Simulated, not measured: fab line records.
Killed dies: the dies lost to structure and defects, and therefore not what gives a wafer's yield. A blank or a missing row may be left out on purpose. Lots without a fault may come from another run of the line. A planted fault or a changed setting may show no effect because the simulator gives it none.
The tool behind it: which one? | flow sky130 | Sampling: 12 lots, 33 wafers, 3 of 708 route steps

WHAT THE GAUGES READ, wafer by wafer
SKY_NWELL_THK_MEAS_02. Usual: NWELL_OXIDATION_THK typically reads 10.18 nm, with standard deviation 0.18.
lot  | measured    | on           | NWELL_OXIDATION_THK (nm) | flag
L996 | day 2 16:13 | filmMetro-02 | 10.37 10.29 10.23        | 
L999 | day 3 12:02 | filmMetro-03 | 10.24 10.17 10.09        | 
L100 | day 3 17:47 | filmMetro-04 | 10.40 10.27 10.47        | 
L104 | day 4 21:30 | filmMetro-03 | 10.18 10.16 10.21        | 
L105 | day 5 00:25 | filmMetro-03 | 10.20 10.48 10.40        | 
L106 | day 5 05:25 | filmMetro-03 | 10.00 10.11 9.97         | 
L109 | day 5 12:23 | filmMetro-02 | 10.22 10.31              | 
L111 | day 6 02:04 | filmMetro-02 | 10.29 10.43              | 
L113 | day 6 10:07 | filmMetro-03 | 10.37 10.33              | 
L114 | day 6 19:32 | filmMetro-04 | 10.06 9.83 9.94          | 
L116 | day 7 04:44 | filmMetro-02 | 10.28 10.45 10.64        | 
L118 | day 7 13:33 | filmMetro-02 | 9.94 10.11 10.13         | 

SKY_SONOS_ONO_OVL_MEAS_14. Usual: SONOS_ONO_OVL typically reads -0.5 nm, with standard deviation 1.2.
lot  | measured     | on         | SONOS_ONO_OVL (nm) | flag
L996 | day 12 19:27 | overlay-01 | 0.2 -1.5 0.3       | 
L999 | day 13 23:52 | overlay-02 | -0.7 -0.5 0.1      | 
L100 | day 14 12:25 | overlay-01 | -1.2 -2.9 -1.7     | 
L104 | day 16 12:54 | overlay-02 | -2.9 -2.5 -2.9     | 
L105 | day 16 13:30 | overlay-02 | 0.3 -2.9 0.0       | 
L106 | day 17 01:39 | overlay-02 | 0.0 1.6 -1.6       | 
L109 | day 17 07:58 | overlay-02 | -0.5 -0.7          | 
L111 | day 18 04:04 | overlay-01 | -1.0 0.6           | 
L113 | day 18 14:07 | overlay-01 | -0.7 0.9           | 
L114 | day 19 10:40 | overlay-01 | 0.2 1.2 1.7        | 
L116 | day 20 01:30 | overlay-01 | -1.6 -2.3 -0.8     | 
L118 | day 20 11:07 | overlay-02 | -0.3 -0.2 1.0      | 

WHAT TOOL EACH LOT RAN ON (gives the tool, then ch and the chambers of the sampled wafers, and finally the start)
lot  | SKY_VT_ADJUST_LVTN_STRIP_09
L996 | plasmaAsher-03 ch 0,1, day 7 01:51
L999 | plasmaAsher-03 ch 0,1, day 8 00:56
L100 | plasmaAsher-03 ch 0,1, day 8 09:17
L104 | plasmaAsher-04 ch 0,1, day 9 19:31
L105 | plasmaAsher-01 ch 0,1, day 9 22:49
L106 | plasmaAsher-04 ch 0,1, day 10 06:48
L109 | plasmaAsher-04 ch 0,1, day 10 15:35
L111 | plasmaAsher-04 ch 0,1, day 11 09:09
L113 | plasmaAsher-04 ch 0,1, day 11 17:40
L114 | plasmaAsher-04 ch 0,1, day 12 08:24
L116 | plasmaAsher-04 ch 0,1, day 12 19:52
L118 | plasmaAsher-01 ch 0,1, day 13 05:53
- SKY_VT_ADJUST_LVTN_STRIP_09: strips in O2/N2.

WHAT THE TOOLS THEMSELVES READ (means of the sampled wafers that have a number; where no wafer has one, the mark that the record gives instead)
SKY_VT_ADJUST_LVTN_STRIP_09. Usual: drypumpMotorCurrentA 5.5 A, standard deviation 0.61; oesProductAu 0.721 a.u., standard deviation 0.0047; stripTimeToEndpointS 36.91 s, standard deviation 0.097.
lot  | tool           | drypumpMotorCurrentA (A) | oesProductAu (a.u.) | stripTimeToEndpointS (s) | flag
L996 | plasmaAsher-03 | 5.2                      | 0.726               | 37.00                    | 
L999 | plasmaAsher-03 | 5.5                      | 0.722               | 36.91                    | 
L100 | plasmaAsher-03 | 5.5                      | 0.719               | 36.87                    | 
L104 | plasmaAsher-04 | 5.3                      | 0.723               | 37.10                    | 
L105 | plasmaAsher-01 | 5.6                      | 0.727               | 37.00                    | 
L106 | plasmaAsher-04 | 5.8                      | 0.727               | 36.98                    | 
L109 | plasmaAsher-04 | 5.5                      | 0.722               | 36.92                    | 
L111 | plasmaAsher-04 | 5.6                      | 0.718               | 36.91                    | 
L113 | plasmaAsher-04 | 5.6                      | 0.721               | 36.91                    | 
L114 | plasmaAsher-04 | 5.3                      | 0.725               | 36.90                    | 
L116 | plasmaAsher-04 | 5.3                      | 0.722               | 36.85                    | 
L118 | plasmaAsher-01 | 5.5                      | 0.724               | 36.82                    | 

THE ANSWER, worked out from the rows above alone
Rule: a lot is off if the mean of its wafers that have a number lies more than 3 standard deviations from the usual mean. A lot without any number at a reading at which 4 lots or more have one is off too. Any other lot the step has rows for is counted as sound. After the gauges, taken in route order, come the tools' own readings; for these a lot's mean is taken, as printed above. At the first step where some lot is off, the reading lying furthest off is the one used; lots without a number count as furthest.
Nothing can be told from this: no lot is off at any reading shown.

WHAT WAS PUT IN BY THE SIMULATOR
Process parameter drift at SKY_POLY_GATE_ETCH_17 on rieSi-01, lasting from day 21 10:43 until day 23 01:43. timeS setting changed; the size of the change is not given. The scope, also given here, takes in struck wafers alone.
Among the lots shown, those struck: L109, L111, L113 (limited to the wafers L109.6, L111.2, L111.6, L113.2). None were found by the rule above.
